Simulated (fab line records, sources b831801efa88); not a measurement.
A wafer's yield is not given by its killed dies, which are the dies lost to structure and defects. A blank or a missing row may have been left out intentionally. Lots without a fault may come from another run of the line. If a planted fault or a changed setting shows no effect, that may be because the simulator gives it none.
What tool caused it?    flow gf180mcu    Sampling: 13 lots, 39 wafers, 5 of 602 route steps

## WHAT THE GAUGES SHOWED, per wafer
GF_STI_THK_MEAS_22. Usual: STI_OXIDATION_01_THK typically reads 14.91 nm, with standard deviation 0.27.
lot   measured     on             STI_OXIDATION_01_THK (nm)  flag
L266  day 2 04:05  film metro-04  14.62 14.75 14.38          
L267  day 2 09:03  film metro-03  14.92 14.56 14.69          
L268  day 2 14:33  film metro-02  14.64 14.51 14.66          
L269  day 2 19:48  film metro-04  14.76 15.11 15.13          
L270  day 3 02:43  film metro-04  14.83 14.83 15.18          
L271  day 3 09:31  film metro-04  15.06 15.30 15.25          
L272  day 3 12:02  film metro-04  14.53 14.50 14.68          
L273  day 3 17:32  film metro-04  14.80 14.69 14.58          
L275  day 4 04:19  film metro-03  15.14 15.24 15.39          
L277  day 4 12:29  film metro-04  15.35 15.15 15.41          
L281  day 5 09:08  film metro-04  14.83 14.79 14.93          
L284  day 6 01:37  film metro-02  15.37 15.28 15.37          
L289  day 7 07:56  film metro-04  14.93 14.89 14.81          

GF_VT_IMPLANT_OVL_MEAS_40. Usual: VT_IMPLANT_03_OVL typically reads -0.9 nm, with standard deviation 1.4.
lot   measured      on          VT_IMPLANT_03_OVL (nm)  flag
L266  day 7 13:45   overlay-01  -2.3 -1.5 -3.3          
L267  day 7 17:42   overlay-01  -1.3 -2.3 -0.2          
L268  day 8 01:51   overlay-01  -0.4 -1.9 -0.2          
L269  day 8 09:17   overlay-02  0.6 0.0 1.9             
L270  day 8 22:59   overlay-02  -1.3 -2.9 -0.2          
L271  day 9 05:59   overlay-02  1.4 1.2 1.9             
L272  day 9 07:53   overlay-02  0.9 -1.7 -1.9           
L273  day 9 15:50   overlay-01  0.3 -0.3 -2.2           
L275  day 10 07:00  overlay-01  -2.0 -0.1 0.6           
L277  day 10 17:50  overlay-02  -2.7 -0.5 -1.4          
L281  day 11 17:32  overlay-02  0.1 1.8 0.7             
L284  day 12 16:48  overlay-01  -0.7 -2.3 -0.4          
L289  day 14 12:36  overlay-01  1.7 -0.7 -0.1           

## WHICH TOOL RAN EACH LOT (tool, then ch and the chambers of the sampled wafers, then the start)
lot   GF_MVSD_COAT_02                    GF_MVSD_STRIP_10                      GF_MVPSD_STRIP_10
L266  litho track-04 ch 0, day 4 04:54   plasma asher-04 ch 0,1, day 4 11:43   plasma asher-03 ch 0,1, day 5 02:01
L267  litho track-03 ch 0, day 4 08:20   plasma asher-02 ch 0,1, day 4 15:12   plasma asher-03 ch 0,1, day 5 05:18
L268  litho track-02 ch 0, day 4 14:19   plasma asher-04 ch 0,1, day 4 21:39   plasma asher-03 ch 0,1, day 5 12:03
L269  litho track-03 ch 0, day 4 20:35   plasma asher-03 ch 0,1, day 5 04:19   plasma asher-03 ch 0,1, day 5 18:52
L270  litho track-02 ch 0, day 5 08:17   plasma asher-03 ch 0,1, day 5 15:55   plasma asher-01 ch 0,1, day 6 07:01
L271  litho track-03 ch 0, day 5 12:59   plasma asher-02 ch 0,1, day 5 20:44   plasma asher-03 ch 0,1, day 6 11:38
L272  litho track-04 ch 0, day 5 15:47   plasma asher-03 ch 0,1, day 5 23:25   plasma asher-04 ch 0,1, day 6 14:49
L273  litho track-03 ch 0, day 5 20:43   plasma asher-02 ch 0,1, day 6 04:40   plasma asher-01 ch 1, day 6 19:50
L275  litho track-03 ch 0, day 6 10:05   plasma asher-02 ch 0,1, day 6 18:01   plasma asher-03 ch 0,1, day 7 09:58
L277  litho track-02 ch 0, day 6 18:41   plasma asher-02 ch 0,1, day 7 03:28   plasma asher-03 ch 0,1, day 7 19:49
L281  litho track-02 ch 0, day 7 17:02   plasma asher-02 ch 0,1, day 8 01:52   plasma asher-01 ch 0,1, day 8 18:25
L284  litho track-02 ch 0, day 8 11:35   plasma asher-04 ch 0,1, day 8 20:29   plasma asher-01 ch 0,1, day 9 14:17
L289  litho track-03 ch 0, day 10 00:56  plasma asher-02 ch 0,1, day 10 10:37  plasma asher-04 ch 0,1, day 11 05:05
- GF_MVSD_COAT_02: resist thk 3000 nm.
- GF_MVSD_STRIP_10: strips in O2/N2.
- GF_MVPSD_STRIP_10: strips in O2/N2.

## AS READ BY THE TOOLS THEMSELVES (means over the sampled wafers that have a number; for cases with no such wafer, the mark the record gives instead)
GF_MVSD_COAT_02. Usual: 22.98 C for chill plate temp C, sd 0.1.
lot   tool            chill plate temp C (C)  flag
L266  litho track-04  22.89                   
L267  litho track-03  22.99                   
L268  litho track-02  23.02                   
L269  litho track-03  23.14                   
L270  litho track-02  22.93                   
L271  litho track-03  22.97                   
L272  litho track-04  22.99                   
L273  litho track-03  22.83                   
L275  litho track-03  22.88                   
L277  litho track-02  22.98                   
L281  litho track-02  22.94                   
L284  litho track-02  22.95                   
L289  litho track-03  23.12                   

GF_MVSD_STRIP_10. Usual: drypump motor current A 5.8 A, standard deviation 0.41; heater power w 343 W, standard deviation 21; oes product au 0.723 a.u., standard deviation 0.0045; strip time to endpoint s 36.98 s, standard deviation 0.094.
lot   tool             drypump motor current A (A)  heater power w (W)  oes product au (a.u.)  strip time to endpoint s (s)  flag
L266  plasma asher-04  5.8                          349                 0.723                  37.11                         
L267  plasma asher-02  5.9                          342                 0.718                  37.00                         
L268  plasma asher-04  5.8                          342                 0.720                  37.11                         
L269  plasma asher-03  6.3                          330                 0.723                  36.91                         
L270  plasma asher-03  6.3                          334                 0.724                  36.96                         
L271  plasma asher-02  5.8                          344                 0.723                  36.90                         
L272  plasma asher-03  6.0                          336                 0.721                  37.11                         
L273  plasma asher-02  5.6                          353                 0.730                  36.86                         
L275  plasma asher-02  5.9                          341                 0.724                  36.95                         
L277  plasma asher-02  5.6                          357                 0.722                  37.05                         
L281  plasma asher-02  5.8                          342                 0.717                  22.19                         OFF
L284  plasma asher-04  5.8                          350                 0.716                  22.22                         OFF
L289  plasma asher-02  5.6                          359                 0.720                  36.84                         

GF_MVPSD_STRIP_10. Usual: drypump motor current A 6.0 A, standard deviation 0.34; heater power w 335 W, standard deviation 11; oes product au 0.722 a.u., standard deviation 0.0045; strip time to endpoint s 36.98 s, standard deviation 0.12.
lot   tool             drypump motor current A (A)  heater power w (W)  oes product au (a.u.)  strip time to endpoint s (s)  flag
L266  plasma asher-03  6.0                          337                 0.721                  37.22                         
L267  plasma asher-03  6.0                          333                 0.721                  37.08                         
L268  plasma asher-03  6.0                          335                 0.728                  37.13                         
L269  plasma asher-03  6.0                          334                 0.723                  37.01                         
L270  plasma asher-01  6.0                          339                 0.724                  36.94                         
L271  plasma asher-03  6.3                          335                 0.722                  36.98                         
L272  plasma asher-04  5.8                          348                 0.720                  36.84                         
L273  plasma asher-01  5.9                          345                 0.720                  37.07                         
L275  plasma asher-03  6.0                          329                 0.724                  37.17                         
L277  plasma asher-03  6.3                          328                 0.721                  36.89                         
L281  plasma asher-01  6.0                          336                 0.724                  36.96                         
L284  plasma asher-01  6.0                          331                 0.725                  36.84                         
L289  plasma asher-04  5.8                          350                 0.723                  37.12                         

## THE ANSWER, worked out from the rows above alone
Rule: a lot is off if the mean of its wafers that have a number lies more than 3 standard deviations from the usual mean. A lot without any number at a reading at which 4 lots or more have one is off too. Any other lot the step has rows for is counted as sound. The gauges are gone through in route order, then the tools' own readings, and for those a lot's mean is taken as printed above. The first step at which some lot is off is used, and at that step the reading that is off furthest; a lot without a number counts as furthest.
Off: L281, L284 (GF_MVSD_STRIP_10, strip time to endpoint s).
If a tool, at that step or one of the process steps before it, ran each lot that is off and ran no sound lot following the first of them, it fits. One candidate fits, namely litho track-02 at GF_MVSD_COAT_02. A fault onset in the window from L277 (day 6 18:41, its last sound lot) to L281 (day 7 17:02, its first lot off) fits.

## WHAT WAS PUT IN BY THE SIMULATOR
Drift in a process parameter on litho track-02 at GF_MVSD_COAT_02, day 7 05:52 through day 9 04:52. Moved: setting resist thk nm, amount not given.
Shown lots that were struck: L281, L284. The rule above reached the same finding.
